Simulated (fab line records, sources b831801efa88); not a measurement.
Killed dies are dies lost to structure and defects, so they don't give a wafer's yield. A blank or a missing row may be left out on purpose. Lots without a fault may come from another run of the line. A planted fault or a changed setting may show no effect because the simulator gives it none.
fab line records | flow sky130
record lots=12 wafers=36 last_day=50
route steps=708 shown VT_ADJUST_HVTR@140 VIA1@482 METAL2@485 VIA2@522
lots that met no fault: from a run of the same line without faults
start_h: hours from the record's first day to the start of the lot's first wafer shown | wait_h: hours since the lot's step before | " the same as in the row above | L1.1+2: a row that stands for several wafers | - no value, or no start given | * or withheld: withheld | < > ~ a bound
route shown NAME@n: a module of which the file shows steps, and the number in the route of the first | usual: mean/standard deviation of fault-free wafers | same: alike in all rows | chamber/n: place in a boat | sites: the reading at each site | _std_site: their standard deviation | _edge_site: outer sites' mean less inner sites' | radius_mm: how far each site lies from the wafer's centre | mask NAME#n: copy n | behind: the tool/chamber that last shaped the wafer | hold: why the lot was held/for how many hours/how that ended | device: the transistor (n, p or np) that didn't switch | end of line: the same wafers' tests at the end of the route | a step without rows: its recipe alone | killed: dies lost to structure and defects at the first sort, not the wafer's yield | map: a wafer's dies, x killed, . not, _ none there
set.NAME: the setting as run; set.NAME@STEP: as run at that earlier step | model.NAME: the simulator's own value behind a step, which no gauge read
steps of the route over a sample of lots; a table a step, a row a wafer
services: from which hour (start_h, from the record's first day; less than 0 if before it) a tool's chamber was out of use, for how many hours, and why
## steps
# step SKY_VT_ADJUST_HVTR_IMPLANT_09
# recipe species=B energy_kev=10 dose_cm2=2.1e+12 tilt_deg=withheld
# usual dose_ions_cm2=2.1005e+12/2.5e+09 faraday_current_uA=11.81/0.21
# columns lot.wafer tool chamber start_h wait_h dose_ions_cm2 faraday_current_uA
L672.2 implanter-02 0 214.37 0.0 2.1013e+12 12.03
L672.3 " 0 " " 2.1008e+12 11.85
L672.6 " 0 " " 2.1049e+12 11.84
L674.2 implanter-02 0 225.97 0.0 2.1048e+12 11.92
L674.5 " 0 " " 2.1013e+12 11.79
L674.6 " 0 " " 2.1052e+12 11.64
L675.1 implanter-02 0 239.63 0.0 2.1019e+12 11.93
L675.3 " 0 " " 2.1012e+12 11.76
L675.6 " 0 " " 2.101e+12 11.96
L676.2 implanter-02 0 246.75 0.0 2.1019e+12 11.33
L676.4 " 0 " " 2.1022e+12 12.09
L676.6 " 0 " " 2.1032e+12 11.80
L677.1 implanter-01 0 254.84 0.0 2.0982e+12 11.94
L677.4 " 0 " " 2.0975e+12 11.94
L677.5 " 0 " " 2.0995e+12 11.77
L682.1 implanter-01 0 292.79 0.0 1.4766e+12 8.40
L682.2 " 0 " " 1.4745e+12 8.16
L682.6 " 0 " " 1.4728e+12 8.22
L683.3 implanter-01 0 299.73 0.1 1.4799e+12 7.94
L683.4 " 0 " " 1.481e+12 8.39
L683.6 " 0 " " 1.4801e+12 8.28
L684.2 implanter-01 0 306.15 0.0 1.4795e+12 8.48
L684.3 " 0 " " 1.4762e+12 8.54
L684.5 " 0 " " 1.4776e+12 8.42
L688.3 implanter-02 0 334.33 0.1 2.0965e+12 11.69
L688.4 " 0 " " 2.0989e+12 12.13
L688.5 " 0 " " 2.0988e+12 11.85
L690.1 implanter-02 0 350.79 0.0 2.1006e+12 11.78
L690.4 " 0 " " 2.1006e+12 11.74
L690.6 " 0 " " 2.1017e+12 11.98
L692.3 implanter-01 0 365.90 0.1 2.1028e+12 11.60
L692.4 " 0 " " 2.102e+12 11.82
L692.5 " 0 " " 2.1014e+12 11.72
L693.1 implanter-02 0 373.70 0.0 2.0971e+12 11.64
L693.3 " 0 " " 2.0979e+12 11.53
L693.5 " 0 " " 2.1004e+12 11.85
# step SKY_VT_ADJUST_HVTR_TW_MEAS_11
# usual VT_ADJUST_HVTR_TW=209.6/2.4
# columns lot.wafer tool chamber start_h wait_h VT_ADJUST_HVTR_TW
L672.2 film_metro-04 - 214.60 0.1 213.5
L672.3 " - " " 212.7
L672.6 " - " " 212.9
L674.2 film_metro-02 - 226.21 0.1 208.9
L674.5 " - " " 208.2
L674.6 " - " " 208.4
L675.1 film_metro-03 - 239.88 0.1 209.8
L675.3 " - " " 209.7
L675.6 " - " " 209.6
L676.2 film_metro-03 - 246.99 0.1 209.8
L676.4 " - " " 211.2
L676.6 " - " " 210.1
L677.1 film_metro-02 - 255.09 0.1 206.1
L677.4 " - " " 206.6
L677.5 " - " " 206.4
L682.1 film_metro-02 - 293.04 0.1 185.4
L682.2 " - " " 185.7
L682.6 " - " " 185.7
L683.3 film_metro-03 - 299.95 0.1 191.4
L683.4 " - " " 190.2
L683.6 " - " " 189.8
L684.2 film_metro-04 - 306.39 0.1 192.1
L684.3 " - " " 191.6
L684.5 " - " " 191.9
L688.3 film_metro-04 - 334.55 0.1 212.7
L688.4 " - " " 212.8
L688.5 " - " " 212.3
L690.1 film_metro-02 - 351.04 0.1 206.8
L690.4 " - " " 206.0
L690.6 " - " " 207.4
L692.3 film_metro-03 - 366.12 0.1 209.7
L692.4 " - " " 209.5
L692.5 " - " " 210.6
L693.1 film_metro-03 - 373.95 0.1 210.6
L693.3 " - " " 209.9
L693.5 " - " " 210.9
# step SKY_VIA1_CMP_24
# recipe stop_on=SiO2 t_overpolish_s=15 down_force_psi=3.5 platen_rpm=60 target_thk_nm=0 pad_velocity_m_s=0.94248
# usual head_pressure_psi=3.499/0.0082 motor_current_A=11.3/1 overpolish_run_s=14.999/0.0083 slurry_flow_ml_min=149.9/0.43 time_to_endpoint_s=66.0/2.9
# columns lot.wafer tool chamber start_h wait_h head_pressure_psi motor_current_A overpolish_run_s slurry_flow_ml_min time_to_endpoint_s
L672.2 cmp-02 0 803.05 0.1 3.500 12.5 15.007 150.3 70.1
L672.3 " 1 " " 3.491 10.5 15.006 149.5 69.9
L672.6 " 3 " " 3.490 11.3 14.996 149.6 69.8
L674.2 cmp-02 2 826.86 0.1 3.490 12.2 15.000 149.7 68.4
L674.5 " 1 " " 3.502 10.3 15.018 150.3 70.0
L674.6 " 2 " " 3.489 12.5 15.015 150.1 65.7
L675.3 cmp-01 1 829.81 0.0 3.504 11.4 14.992 150.7 66.4
L675.1 " 3 " " 3.493 10.7 15.009 148.4 66.4
L675.6 " 2 " " 3.495 11.1 15.013 149.2 64.0
L676.2 cmp-02 3 844.71 0.0 3.500 11.4 14.993 150.3 65.5
L676.4 " 1 " " 3.492 10.4 15.008 150.0 70.3
L676.6 " 0 " " 3.501 13.1 15.002 150.5 65.6
L677.4 cmp-02 0 847.99 0.1 3.498 12.7 14.996 150.2 65.4
L677.1 " 1 " " 3.500 10.0 14.996 150.0 69.1
L677.5 " 3 " " 3.500 11.2 14.999 150.2 68.6
L682.2 cmp-02 1 888.25 0.1 3.495 10.7 14.994 149.5 69.4
L682.1 " 2 " " 3.498 11.9 14.990 150.0 64.9
L682.6 " 0 " " 3.500 12.9 14.993 149.9 64.8
L683.4 cmp-02 2 895.66 0.0 3.476 12.1 15.002 149.2 65.6
L683.3 " 0 " " 3.501 12.7 15.018 150.1 62.4
L683.6 " 3 " " 3.494 11.1 14.999 149.4 61.3
L684.2 cmp-02 2 899.16 0.1 3.505 11.7 14.997 150.0 58.9
L684.3 " 3 " " 3.495 11.2 15.009 149.9 59.6
L684.5 " 2 " " 3.511 11.7 14.996 150.3 61.6
L688.4 cmp-01 1 929.64 0.2 3.505 11.1 14.999 150.4 65.9
L688.3 " 2 " " 3.500 11.4 14.996 150.6 66.1
L688.5 " 2 " " 3.495 11.3 15.004 150.2 62.8
L690.4 cmp-01 2 941.97 0.0 3.485 11.0 14.993 150.0 67.8
L690.1 " 3 " " 3.495 11.8 15.002 149.8 68.3
L690.6 " 2 " " 3.478 11.8 15.003 150.0 69.1
L692.4 cmp-01 3 954.30 0.0 3.507 11.4 15.003 149.8 67.9
L692.3 " 2 " " 3.486 12.2 14.992 150.5 62.9
L692.5 " 0 " " 3.474 9.5 14.990 149.5 66.8
L693.3 cmp-01 1 960.45 0.1 3.495 11.5 14.997 149.6 69.9
L693.1 " 3 " " 3.514 11.5 15.003 150.2 70.0
L693.5 " 0 " " 3.483 9.2 15.009 149.2 66.3
# step SKY_METAL2_SPUTTER_02
# recipe material=AlCu target_thk_nm=250 power_w=10600 time_s=12.75 chamber_pressure_pa=0.4
# usual cathode_dc_power_W=10600/2 throttle_valve_pct=30.0/0.73
# columns lot.wafer tool chamber start_h wait_h cathode_dc_power_W throttle_valve_pct
L672.2 pvd_sputter-04 - 803.34 0.0 10603 30.5
L672.3 " - " " 10598 30.6
L672.6 " - " " 10598 30.6
L674.2 pvd_sputter-04 - 827.16 0.0 10599 30.2
L674.5 " - " " 10599 30.1
L674.6 " - " " 10601 30.9
L675.1 pvd_sputter-02 - 830.16 0.0 10602 29.5
L675.3 " - " " 10598 29.6
L675.6 " - " " 10601 29.2
L676.2 pvd_sputter-04 - 845.08 0.0 10597 30.5
L676.4 " - " " 10600 30.2
L676.6 " - " " 10597 30.7
L677.1 pvd_sputter-04 - 848.24 0.0 10602 30.0
L677.4 " - " " 10603 30.3
L677.5 " - " " 10600 30.2
L682.1 pvd_sputter-04 - 888.55 0.0 10601 30.1
L682.2 " - " " 10603 30.8
L682.6 " - " " 10598 30.5
L683.3 pvd_sputter-04 - 896.00 0.0 10599 30.2
L683.4 " - " " 10603 30.1
L683.6 " - " " 10602 30.2
L684.2 pvd_sputter-04 - 899.45 0.0 10599 30.1
L684.3 " - " " 10599 29.5
L684.5 " - " " 10603 30.3
L688.3 pvd_sputter-02 - 929.99 0.0 10601 29.6
L688.4 " - " " 10596 29.1
L688.5 " - " " 10601 29.3
L690.1 pvd_sputter-01 - 942.32 0.0 10598 32.1
L690.4 " - " " 10602 29.2
L690.6 " - " " 10602 29.7
L692.3 pvd_sputter-02 - 954.65 0.0 10601 30.5
L692.4 " - " " 10599 29.3
L692.5 " - " " 10601 30.4
L693.1 pvd_sputter-02 - 960.75 0.0 10600 29.2
L693.3 " - " " 10601 29.6
L693.5 " - " " 10600 29.0
# step SKY_VIA2_ETCH_15
# recipe target=SiO2 chemistry=C4F8/O2/Ar target_depth_nm=546 stop_on=TiN mask_material=KrF-thick source_w=1500 bias_w=1155 pressure_mtorr=40 c4f8_flow_sccm=withheld O2_flow_sccm=6 Ar_flow_sccm=300 time_s=84
# usual chamber_pressure_mTorr=40.00/0.036 oes_product_au=0.940/0.0049
# columns lot.wafer tool chamber start_h wait_h chamber_pressure_mTorr oes_product_au rf_hours_counter_h
L672.2 rie_diel-04 1 856.62 0.0 39.98 0.935 2
L672.3 " 3 " " 39.94 0.942 6
L672.6 " 3 " " 40.02 0.942 -
L674.2 rie_diel-01 1 880.82 0.0 39.98 0.949 4
L674.5 " 3 " " 40.00 0.935 -
L674.6 " 0 " " 39.95 0.937 -
L675.1 rie_diel-01 3 883.94 0.0 40.00 0.934 9
L675.3 " 2 " " 39.95 0.931 12
L675.6 " 0 " " 39.97 0.934 -
L676.2 rie_diel-03 2 899.09 0.0 39.95 0.942 12
L676.4 " 0 " " 39.99 0.941 22
L676.6 " 0 " " 39.97 0.943 -
L677.1 rie_diel-01 2 900.59 0.0 39.95 0.942 13
L677.4 " 0 " " 39.99 0.949 19
L677.5 " 1 " " 40.02 0.945 -
L682.1 rie_diel-04 3 941.27 0.0 40.03 0.946 9
L682.2 " 2 " " 39.95 0.944 4
L682.6 " 3 " " 39.96 0.943 -
L683.3 rie_diel-01 3 946.74 0.0 39.99 0.950 11
L683.4 " 2 " " 40.02 0.940 14
L683.6 " 3 " " 40.02 0.949 -
L684.2 rie_diel-03 0 950.44 0.0 39.98 0.940 24
L684.3 " 2 " " 40.04 0.932 13
L684.5 " 0 " " 39.96 0.933 -
L688.3 rie_diel-01 1 979.44 0.0 39.99 0.947 6
L688.4 " 3 " " 40.07 0.940 -
L688.5 " 1 " " 39.96 0.933 -
L690.1 rie_diel-04 1 991.02 0.0 39.99 0.931 6
L690.4 " 0 " " 39.90 0.930 22
L690.6 " 2 " " 39.99 0.943 -
L692.3 rie_diel-03 0 1003.87 0.0 40.01 0.934 26
L692.4 " 2 " " 39.93 0.938 -
L692.5 " 3 " " 40.02 0.940 -
L693.1 rie_diel-03 0 1010.29 0.0 40.01 0.931 26
L693.3 " 1 " " 40.10 0.941 10
L693.5 " 1 " " 40.04 0.938 -
## services
# columns tool chamber start_h hours kind
cmp-02 - 196.37 2.9 repair
cmp-02 - 255.62 6.5 pm
implanter-02 - 292.84 2.2 repair
implanter-02 - 341.40 0.9 repair
cmp-02 - 352.51 0.3 repair
pvd_sputter-04 - 359.11 5.5 repair
cmp-02 - 392.67 1.2 repair
implanter-02 - 394.73 6.7 pm
cmp-02 - 399.39 1.8 repair
cmp-02 - 404.17 4.0 pm
cmp-02 - 411.82 1.9 repair
cmp-02 - 462.58 1.3 repair
cmp-02 - 474.98 0.5 repair
pvd_sputter-04 - 486.91 2.7 repair
cmp-02 - 487.16 1.1 repair
implanter-02 - 510.49 1.0 repair
cmp-02 - 528.72 1.1 repair
implanter-02 - 539.66 1.3 repair
cmp-02 - 553.36 6.1 pm
cmp-02 - 612.81 0.9 repair
implanter-02 - 635.71 6.2 repair
cmp-02 - 717.73 6.8 repair
cmp-02 - 723.81 9.9 repair
cmp-02 - 744.17 4.0 pm
## key
first_sign step=SKY_VT_ADJUST_HVTR_IMPLANT_09 reading=dose_ions_cm2 direction=down sigmas=99+ usual=* struck=*
effect step=SKY_VT_ADJUST_HVTR_IMPLANT_09 reading=faraday_current_uA direction=down sigmas=17 usual=11.81 struck=8.31
effect step=SKY_VT_ADJUST_HVTR_TW_MEAS_11 reading=VT_ADJUST_HVTR_TW direction=down sigmas=8.6 usual=209.6 struck=189.3
met_at SKY_VT_ADJUST_HVTR_IMPLANT_09
struck_lots L682,L683,L684
tester_left_out L682,L683,L684
not_acting_at SKY_VIA1_CMP_24,SKY_METAL2_SPUTTER_02,SKY_VIA2_ETCH_15
onset_between 254.84 292.79
fault kind=process_parameter_drift tool=implanter-01 chamber=- onset_h=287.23 steps=SKY_VT_ADJUST_HVTR_IMPLANT_09 channel=dose_cm2 offset=* shape=step end_h=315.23 acts_in=* stated=*
# tester_left_out: of these lots the tester's yield and bins aren't shown, on N5 and GAA mostly nor the transistor test; their killed dies are dies lost to structure and defects alone, not to doping, threshold or leakage, so they don't give the yield
